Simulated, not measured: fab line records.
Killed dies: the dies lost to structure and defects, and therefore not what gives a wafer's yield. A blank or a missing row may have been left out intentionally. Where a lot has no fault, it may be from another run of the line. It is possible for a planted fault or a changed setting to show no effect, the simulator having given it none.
Matching of chambers | flow sfq line | SFQ_TRILAYER_A5B_CMP_CMP_130 on cmp-02 has 4 sister chambers
The step polishes, stops on Nb, target thk 340.7 nm. 20 wafers are shown with their chamber, then 10 later ones without.

## WAFERS PAIRED WITH THEIR CHAMBERS
wafer  | chamber | motor current A (A) | slurry flow ml min
L361.3 | 2       | 9.1                 | 150.6
L361.5 | 2       | 9.0                 | 149.6
L361.6 | 3       | 10.3                | 150.2
L365.2 | 3       | 10.2                | 150.5
L365.3 | 1       | 10.8                | 150.3
L365.5 | 2       | 9.6                 | 150.5
L369.1 | 0       | 10.6                | 149.7
L369.2 | 2       | 9.0                 | 150.3
L369.4 | 3       | 10.6                | 150.2
L370.3 | 3       | 9.6                 | 150.4
L370.4 | 0       | 10.3                | 150.5
L370.6 | 2       | 9.1                 | 149.9
L372.1 | 0       | 10.1                | 150.1
L372.2 | 3       | 10.4                | 149.4
L372.5 | 3       | 11.1                | 149.2
L373.2 | 2       | 8.7                 | 149.8
L373.4 | 0       | 10.4                | 150.0
L373.6 | 2       | 9.0                 | 150.1
L374.3 | 2       | 9.6                 | 150.7
L374.2 | 0       | 10.3                | 150.4

SIGNATURES (averages over the wafers above)
reading            | chamber 0 | chamber 1 | chamber 2 | chamber 3 | scatter within a chamber
motor current A    | 10.340    | 10.800    | 9.137     | 10.367    | 0.356
slurry flow ml min | 150.140   | 150.300   | 150.188   | 149.983   | 0.435
Rule: a wafer lies at a distance from a chamber equal to the root of the sum of squares, over the readings, of (its reading less the chamber's mean, divided by the reading's scatter). If the next closest chamber is less than 2 further off than the closest, the wafer can't be placed; otherwise it belongs to the closest. The scatter: the root of (the sum of the squares of (reading less its chamber's mean) over the shown wafers, divided by (wafers less chambers)).

## WAFERS WHOSE CHAMBER IS MISSING
wafer  | motor current A (A) | slurry flow ml min
L374.4 | 10.8                | 150.6
L378.1 | 8.9                 | 149.9
L378.2 | 10.6                | 148.8
L378.6 | 8.6                 | 150.8
L379.4 | 10.3                | 149.6
L379.2 | 8.6                 | 150.1
L379.5 | 10.5                | 149.7
L382.1 | 9.8                 | 149.7
L382.5 | 10.1                | 150.1
L382.6 | 11.4                | 149.9

## EACH ONE'S CHAMBER
wafer  | from the rows above               | in truth
L374.4 | can't be placed: 1 or 0 or 3      | 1
L378.1 | 2                                 | 2
L378.2 | can't be placed: 3 or 0 or 1      | 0
L378.6 | 2                                 | 2
L379.4 | can't be placed: 3 or 0 or 1      | 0
L379.2 | 2                                 | 2
L379.5 | can't be placed: 3 or 0 or 1      | 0
L382.1 | can't be placed: 3 or 0 or 2 or 1 | 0
L382.5 | can't be placed: 0 or 3 or 1      | 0
L382.6 | can't be placed: 1 or 3 or 0      | 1
Correctly placed: 3 of 10. Cannot be placed on the basis of these rows: 7; the candidates contain the true chamber in 7. 0 placed wrongly.
